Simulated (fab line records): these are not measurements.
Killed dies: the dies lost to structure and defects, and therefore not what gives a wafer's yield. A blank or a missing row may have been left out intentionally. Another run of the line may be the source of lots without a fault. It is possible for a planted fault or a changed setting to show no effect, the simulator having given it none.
Which tool was responsible?    flow sky130    42 wafers from 14 lots sampled at 2 of the route's 708 steps

WHAT EACH GAUGE READ, for each wafer
The record lacks any reading of a measuring or inspecting step that a usual standard deviation could be used to judge.

EACH LOT AND THE TOOL THAT RAN IT (in order: tool; ch and the chambers of the sampled wafers; start)
lot   SKY_CAPM_STRIP_15                SKY_PAD_OPEN_PROBE_99
L453  wet_bench-01 ch 1, day 38 01:25  prober-02, day 46 04:35
L454  wet_bench-03 ch 0, day 38 07:40  prober-01, day 46 10:19
L455  wet_bench-02 ch 0, day 39 09:58  prober-02, day 47 09:01
L456  wet_bench-01 ch 3, day 39 17:27  prober-01, day 47 14:11
L458  wet_bench-01 ch 0, day 40 09:05  prober-01, day 48 02:50
L459  wet_bench-01 ch 3, day 40 13:09  prober-02, day 48 06:17
L462  wet_bench-03 ch 2, day 41 04:20  prober-01, day 48 16:29
L460  wet_bench-02 ch 3, day 41 05:19  prober-02, day 48 17:58
L461  wet_bench-01 ch 1, day 41 06:37  prober-01, day 48 19:04
L463  wet_bench-03 ch 0, day 41 11:53  prober-02, day 49 00:23
L466  wet_bench-01 ch 3, day 42 00:41  prober-01, day 49 11:29
L471  wet_bench-01 ch 0, day 43 17:58  prober-02, day 50 15:35
L473  wet_bench-03 ch 0, day 43 21:07  prober-01, day 50 18:11
L474  wet_bench-01 ch 2, day 44 04:29  prober-01, day 50 23:32
- SKY_CAPM_STRIP_15: strips in post etch residue remover, time 1200 s.
- SKY_PAD_OPEN_PROBE_99

AS READ BY THE TOOLS THEMSELVES (means over the sampled wafers that have a number; for cases with no such wafer, the mark the record gives instead)
SKY_PAD_OPEN_PROBE_99.
lot   tool       defect_limited_yield (%)  killed_at_M0_to_M3  killed_at_M4_up  killed_at_contacts  killed_at_front_end  killed_at_other  killed_dies  killed_on_rim  killed_open  killed_short  sort_bin_3_pad_short (%)  sort_bin_5_function (%)  sort_bin_6_memory (%)  sort_n_pass  sort_yield_pct (%)
L453  prober-02  82.5                      43                  1.7              19                  21                   0.3              86           16             43           43            1.2                       10.5                     5.8                    406          82.5
L454  prober-01  82.9                      48                  3.7              22                  11                   0.0              84           19             49           35            0.9                       9.8                      6.4                    408          82.9
L455  prober-02  82.9                      36                  3.0              29                  16                   0.3              84           17             42           42            1.1                       9.9                      6.0                    408          82.9
L456  prober-01  82.4                      44                  2.0              20                  20                   0.7              87           18             49           38            0.8                       10.4                     6.4                    405          82.4
L458  prober-01  83.5                      42                  2.3              26                  11                   0.3              81           16             47           34            0.7                       9.8                      6.0                    411          83.5
L459  prober-02  85.1                      35                  3.3              20                  15                   0.0              73           16             37           36            0.8                       8.6                      5.5                    419          85.1
L462  prober-01  82.9                      44                  3.7              20                  16                   0.3              84           17             46           38            0.6                       10.2                     6.2                    408          82.9
L460  prober-02  84.1                      41                  3.0              22                  12                   0.3              78           16             41           37            0.7                       9.7                      5.4                    414          84.1
L461  prober-01  83.9                      39                  3.7              22                  14                   0.7              79           16             46           34            0.4                       9.7                      6.0                    413          83.9
L463  prober-02  81.9                      46                  3.7              20                  19                   0.3              89           19             46           43            1.1                       9.7                      7.2                    403          81.9
L466  prober-01  82.1                      43                  2.0              20                  23                   0.0              88           19             47           41            1.0                       9.8                      7.1                    404          82.1
L471  prober-02  74.8                      37                  3.0              20                  17                   47.3             124          17             44           33            2.4                       16.0                     6.8                    368          74.8
L473  prober-01  83.3                      44                  3.3              24                  10                   0.7              82           15             48           34            0.5                       10.3                     5.8                    410          83.3
L474  prober-01  74.4                      50                  2.7              25                  14                   34.0             126          26             51           41            1.7                       17.1                     6.7                    366          74.4

THE ANSWER, worked out from the rows above alone
Rule: the lots themselves supply what counts as usual. Put in order of their means at a reading, lots are off if they are a third of the lots or fewer, leave a main group of 4 or more, and stand apart from it by a gap of 3 or more times the standard deviation of the main group's means; of several such gaps the widest counts. A main group whose means are all the same, to the digits that the tables above print for the reading, isn't used. A lot without any number at a reading at which 4 lots or more have one is off too. All remaining lots with rows at the step are treated as sound. Order of review: gauges by route order, followed by the tools' own readings, for which a lot's mean as printed above is used. The first step at which some lot is off is used, and at that step the reading that is off furthest; a lot without a number counts as furthest.
Off, at SKY_PAD_OPEN_PROBE_99 on killed_at_other: L471, L474. Main group: mean 0.3, sd 0.25.
A tool fits if, at that step or a process step before it, it ran every lot that is off, and no sound lot after the first of them. One candidate fits, namely wet_bench-01 at SKY_CAPM_STRIP_15. Its last sound lot is L466 (day 42 00:41), its first lot that is off L471 (day 43 17:58): a fault that began between those two fits.

WHAT HAD BEEN PUT IN BY THE SIMULATOR
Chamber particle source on wet_bench-01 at SKY_CAPM_STRIP_15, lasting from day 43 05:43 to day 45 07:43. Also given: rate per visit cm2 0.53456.
Shown lots that were struck: L471, L474. The rule given above showed the same thing.
